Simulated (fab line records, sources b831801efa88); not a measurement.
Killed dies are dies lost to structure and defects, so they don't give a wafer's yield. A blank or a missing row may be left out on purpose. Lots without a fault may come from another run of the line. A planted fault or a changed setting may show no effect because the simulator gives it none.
A struck lot beside a sound one | flow sky130 | 15 steps out of a route of 708
Sound: wafers L656.2, L656.5, L656.6. Struck: wafer L665.3. (L665.5, L665.6 of the same lot were not struck and are left out.) The cause comes at the end.
At each step with rows: each side's tool, then ch and its chambers, then its first start. Under that, the readings that differ: sound wafers | struck wafers | difference of the means | sigmas: that difference in standard deviations of wafers without a fault.
alike: readings whose means differ by less than 2 such deviations, and words and numbers that are the same on both sides. not compared: withheld readings, readings that some wafer has no value for, bounds like >300 that may hide the same value, and numbers for which the record gives no deviation and whose values overlap.
The two part at a step that has a row with sigmas, a row that says differs or no value, or rows on one side only. Numbers that don't overlap but have no deviation are shown without sigmas and don't part them. A reading that every wafer of one side lacks parts them only if that side has two wafers or more.

SKY_SPACER_THK_MEAS_01:
  sound on film_metro-01, day 23 02:14; struck on film_metro-01, day 26 08:40
  alike: SPACER_CVD_00_THK
SKY_SPACER_ETCHBACK_02: etches Si3N4 in CH3F/O2, stops on SiO2, time 46.7 s, target depth 45 nm.
  sound on rie_diel-04 ch 2,3, day 23 02:17; struck on rie_diel-02 ch 2, day 26 08:43
  alike: drypump_motor_current_A, oes_product_au, throttle_valve_pct
  not compared: rf_hours_counter_h
then, 8 steps without rows for these wafers: SKY_POLY_CUT_DEHYDRATE_00 (time 60 s); SKY_POLY_CUT_HMDS_01 (prime time 60 s); SKY_POLY_CUT_COAT_02 (resist thk 60 nm); SKY_POLY_CUT_COAT_03 (resist thk 450 nm); SKY_POLY_CUT_SOFTBAKE_04 (time 90 s); SKY_POLY_CUT_EXPOSE_05 (exposes mask NPCM, target cd 270 nm); SKY_POLY_CUT_PEB_06; SKY_POLY_CUT_DEVELOP_07 (develop time 60 s).
SKY_POLY_CUT_CD_MEAS_08: target cd 270 nm.
  sound on cd_sem-01, day 24 08:01; struck on cd_sem-02, day 27 14:04
  alike: cd_nm
SKY_POLY_CUT_OVL_MEAS_09:
  sound on overlay-01, day 24 08:07; struck on overlay-01, day 27 14:09
  alike: POLY_CUT_OVL
SKY_POLY_CUT_ETCH_10: etches BARC in N2/H2, stops on SiO2, time 45.9 s, target depth 60 nm.
  sound on rie_diel-02 ch 0,1, day 24 08:09; struck on rie_diel-02 ch 0, day 27 14:11
  reading                                         | sound             | struck | difference | sigmas
  model.KrF-thick_of_POLY_CUT_COAT_03.thk_nm (nm) | 407.3 407.4 407.2 | 410.8  | +3.5       |
  alike: drypump_motor_current_A, h2_flow_sccm, oes_product_au, throttle_valve_pct
  not compared: rf_hours_counter_h
SKY_POLY_CUT_ETCH_11: etches Si3N4 in CF4/CH2F2/Ar, stops on poly-Si, time 42.5 s, target depth 60 nm.
  sound on rie_diel-02 ch 0,1, day 24 08:11; struck on rie_diel-02 ch 0, day 27 14:13
  alike: drypump_motor_current_A, oes_product_au, throttle_valve_pct
  not compared: rf_hours_counter_h
-- the record jumps here: 21 days lie between the struck wafers' starts before and after (it left off in module POLY_CUT and takes up again in module PAD_OPEN, whose first step shown is number 708 of the route) --
SKY_PAD_OPEN_PROBE_99:
  the record has rows for the struck wafers here (prober-01, day 48 02:52) and none for the sound ones

WHERE THEY PART
Only at SKY_PAD_OPEN_PROBE_99, within this record.

WHY: what the simulator had put in
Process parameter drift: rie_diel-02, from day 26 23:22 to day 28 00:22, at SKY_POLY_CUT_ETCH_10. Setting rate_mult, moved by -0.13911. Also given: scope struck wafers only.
